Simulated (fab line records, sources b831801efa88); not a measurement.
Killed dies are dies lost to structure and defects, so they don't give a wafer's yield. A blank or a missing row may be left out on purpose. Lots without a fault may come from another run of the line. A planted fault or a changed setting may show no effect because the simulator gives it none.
A struck lot beside a sound one | flow sky130 | 44 steps out of a route of 708
Sound: wafers L938.2, L938.4, L938.6. Struck: wafers L945.1, L945.3, L945.5. The cause comes at the end.
At each step with rows: each side's tool, then ch and its chambers, then its first start. Under that, the readings that differ: sound wafers | struck wafers | difference of the means | sigmas: that difference in standard deviations of wafers without a fault.
alike: readings whose means differ by less than 2 such deviations, and words and numbers that are the same on both sides. not compared: withheld readings, readings that some wafer has no value for, bounds like >300 that may hide the same value, and numbers for which the record gives no deviation and whose values overlap.
The two part at a step that has a row with sigmas, a row that says differs or no value, or rows on one side only. Numbers that don't overlap but have no deviation are shown without sigmas and don't part them. A reading that every wafer of one side lacks parts them only if that side has two wafers or more.

first, 3 steps without rows for these wafers: SKY_FIELD_ISO_CLEAN_20 (cleans in dHF, time 20 s); SKY_FIELD_ISO_WET_ETCH_21 (etches SiO2 in dHF, target depth 20 nm, time 400 s); SKY_FIELD_ISO_OXIDATION_22 (stabilise 600 s, purge 300 s, target thk 10 nm).
SKY_FIELD_ISO_THK_MEAS_23:
  sound on film_metro-02, day 2 15:55; struck on film_metro-01, day 4 02:23
  alike: FIELD_ISO_OXIDATION_01_THK
then, 1 step without rows for these wafers: SKY_FIELD_ISO_CVD_24 (deposits SiO2, target thk 595 nm, time 99.2 s).
SKY_FIELD_ISO_THK_MEAS_25:
  sound on film_metro-02, day 2 16:03; struck on film_metro-02, day 4 02:33
  reading                   | sound       | struck      | difference | sigmas
  FIELD_ISO_CVD_24_THK (nm) | 584 588 579 | 595 595 604 | +14        | +2
then, 1 step without rows for these wafers: SKY_FIELD_ISO_ANNEAL_26 (time 1800 s).
SKY_FIELD_ISO_CMP_27: polishes, stops on Si3N4, t overpolish 16 s, target thk 457.8 nm.
  sound on cmp-01 ch 0,2,3, day 2 20:25; struck on cmp-02 ch 0,1, day 4 04:07
  alike: head_pressure_psi, motor_current_A, overpolish_run_s, platen_rpm, slurry_flow_ml_min, time_to_endpoint_s
then, 4 steps without rows for these wafers: SKY_FIELD_ISO_WET_ETCH_28 (etches SiO2 in dHF, target depth 23.7 nm, time 47 s); SKY_FIELD_ISO_WET_ETCH_29 (etches Si3N4 in H3PO4, target depth 160 nm, time 1825 s); SKY_FIELD_ISO_WET_ETCH_30 (etches SiO2 in dHF, target depth 25 nm, time 50 s); SKY_NWELL_CLEAN_00 (cleans in SC1/SC2, time 150 s).
SKY_NWELL_OXIDATION_01: stabilise 600 s, purge 300 s, target thk 10 nm.
  sound on furnace-02 ch 0, day 3 00:08; struck on furnace-01 ch 0, day 4 05:32
  reading                                      | sound               | struck               | difference | sigmas
  spike_tc_bottom_C (C)                        | 917.5 919.0 918.8   | 959.9 960.8 960.9    | +42.1      | +15
  spike_tc_centre_C (C)                        | 900.1 901.4 901.9   | 946.7 949.6 949.0    | +47.3      | +43
  spike_tc_lower_C (C)                         | 899.1 899.0 899.1   | 947.2 948.0 946.3    | +48.1      | +49
  spike_tc_top_C (C)                           | 914.4 915.5 912.7   | 958.9 957.2 958.1    | +43.9      | +21
  spike_tc_upper_C (C)                         | 900.2 901.4 899.9   | 946.6 948.7 948.0    | +47.3      | +48
  tube_center_temp_C (C)                       | 899.99 899.9 899.92 | 948.01 948.07 948.12 | +48.13     | +99 or more
  tube_center_temp_C_max                       | 902.9 902.3 902.0   | 949.8 949.9 950.1    | +47.5      | +99 or more
  zone_power_bottom_pct (%)                    | 26.6 26.1 26.3      | 31.8 31.9 32.1       | +5.6       | +5
  zone_power_centre_pct (%)                    | 18.2 18.5 18.5      | 21.3 21.1 21.1       | +2.8       | +8
  zone_power_lower_pct (%)                     | 15.9 16.1 15.8      | 19.4 19.2 19.5       | +3.4       | +5
  model.SiO2_of_NWELL_OXIDATION_01.thk_nm (nm) | 9.622 9.457 9.446   | 16.81 16.97 16.94    | +7.40      |
SKY_NWELL_THK_MEAS_02:
  sound on film_metro-02, day 3 01:33; struck on film_metro-02, day 4 06:56
  reading                  | sound          | struck            | difference | sigmas
  NWELL_OXIDATION_THK (nm) | 9.61 9.46 9.45 | 16.80 17.01 16.95 | +7.41      | +41
then, 8 steps without rows for these wafers: SKY_DNWELL_DEHYDRATE_00 (time 60 s); SKY_DNWELL_HMDS_01 (prime time 60 s); SKY_DNWELL_COAT_02 (resist thk 3000 nm); SKY_DNWELL_SOFTBAKE_03; SKY_DNWELL_EXPOSE_04 (exposes mask DNM, target cd 3000 nm); SKY_DNWELL_PEB_05; SKY_DNWELL_DEVELOP_06 (develop time 60 s); SKY_DNWELL_IMPLANT_07.
SKY_DNWELL_STRIP_08: strips in O2/N2.
  sound on plasma_asher-04 ch 0, day 3 17:25; struck on plasma_asher-03 ch 0,1, day 4 23:59
  alike: drypump_motor_current_A, o2_flow_sccm, oes_product_au, strip_time_to_endpoint_s
  not compared: rf_hours_counter_h
SKY_DNWELL_TW_MEAS_09:
  sound on film_metro-04, day 3 17:32; struck on film_metro-03, day 5 00:05
  reading   | sound          | struck         | difference | sigmas
  DNWELL_TW | 1095 1097 1097 | 1116 1110 1114 | +17        | +2
then, 7 steps without rows for these wafers: SKY_PWDE_DEHYDRATE_00 (time 60 s); SKY_PWDE_HMDS_01 (prime time 60 s); SKY_PWDE_COAT_02 (resist thk 3000 nm); SKY_PWDE_SOFTBAKE_03; SKY_PWDE_EXPOSE_04 (exposes mask PWDEM, target cd 840 nm); SKY_PWDE_PEB_05; SKY_PWDE_DEVELOP_06 (develop time 60 s).
SKY_PWDE_OVL_MEAS_07:
  sound on overlay-01, day 4 09:50; struck on overlay-01, day 5 18:10
  alike: PWDE_OVL
then, 1 step without rows for these wafers: SKY_PWDE_IMPLANT_08.
SKY_PWDE_STRIP_09: strips in O2/N2.
  sound on plasma_asher-04 ch 0, day 4 10:01; struck on plasma_asher-01 ch 0, day 5 18:22
  alike: drypump_motor_current_A, o2_flow_sccm, oes_product_au, strip_time_to_endpoint_s
  not compared: rf_hours_counter_h
SKY_PWDE_TW_MEAS_10:
  sound on film_metro-02, day 4 10:07; struck on film_metro-03, day 5 18:28
  alike: PWDE_TW
then, 7 steps without rows for these wafers: SKY_NWELL_DEHYDRATE_03 (time 60 s); SKY_NWELL_HMDS_04 (prime time 60 s); SKY_NWELL_COAT_05 (resist thk 3000 nm); SKY_NWELL_SOFTBAKE_06; SKY_NWELL_EXPOSE_07 (exposes mask NWM, target cd 840 nm); SKY_NWELL_PEB_08; SKY_NWELL_DEVELOP_09 (develop time 60 s).
-- the record jumps here: 10 days lie between the struck wafers' starts before and after (it left off in module NWELL and takes up again in module SONOS_ONO, whose first step shown is number 183 of the route) --
SKY_SONOS_ONO_ETCH_15: etches the open film in CHF3/O2, target depth 19.52 nm, time 7.8 s.
  sound on rie_diel-03 ch 0,2, day 13 06:26; struck on rie_diel-04 ch 0,1,3, day 15 06:44
  reading                                      | sound            | struck            | difference | sigmas
  model.SiO2_of_NWELL_OXIDATION_01.thk_nm (nm) | 5.105 4.892 4.93 | 12.31 12.42 12.45 | +7.42      |
  alike: drypump_motor_current_A, oes_product_au, throttle_valve_pct
  not compared: rf_hours_counter_h
-- the record jumps here: 33 days lie between the struck wafers' starts before and after (it left off in module SONOS_ONO and takes up again in module PAD_OPEN, whose first step shown is number 708 of the route) --
SKY_PAD_OPEN_PROBE_99:
  sound on prober-01, day 46 10:03; struck on prober-02, day 47 23:44
  reading                                    | sound                         | struck                      | difference | sigmas
  model.etest.nfet_16v.r_on_ohm_um           | 1.398e+04 1.386e+04 1.393e+04 | 1.34e+04 1.33e+04 1.341e+04 | -5.53e+02  |
  model.etest.tip_p.rs_ohm_sq                | 6829 6809 6843                | 7067 7111 7079              | +259       |
  model.etest.pfet_01v8.r_on_ohm_um          | 2906 2924 2896                | 3054 3059 2983              | +123       |
  model.etest.pfet_g5v0d10v5.r_on_ohm_um     | 4764 4697 4735                | 4818 4780 4777              | +60        |
  model.etest.sonos_erased.drive_ua_um       | 211.8 146.4 192.7             | 114.9 93.77 107             | -78.4      |
  model.etest.tip_p_5v.rs_ohm_sq             | 2824 2845 2844                | 2869 2874 2859              | +30        |
  model.etest.res_pwell_under_gate.rs_ohm_sq | 2266 2269 2270                | 2286 2276 2285              | +14        |
  model.etest.sonos_uncharged.r_on_ohm_um    | 799.5 805 797.9               | 830.4 822 821.7             | +23.9      |
  alike: killed_at_M0_to_M3, killed_at_M4_up, killed_at_contacts, killed_at_front_end, killed_at_other, killed_dies, killed_open, killed_short

WHERE THEY PART
First at SKY_FIELD_ISO_THK_MEAS_25; last, within this record, at SKY_DNWELL_TW_MEAS_09. Later steps at which nothing parts them and some readings are alike: SKY_PWDE_OVL_MEAS_07, SKY_PWDE_STRIP_09, SKY_PWDE_TW_MEAS_10, SKY_SONOS_ONO_ETCH_15, SKY_PAD_OPEN_PROBE_99.

WHY: what the simulator had put in
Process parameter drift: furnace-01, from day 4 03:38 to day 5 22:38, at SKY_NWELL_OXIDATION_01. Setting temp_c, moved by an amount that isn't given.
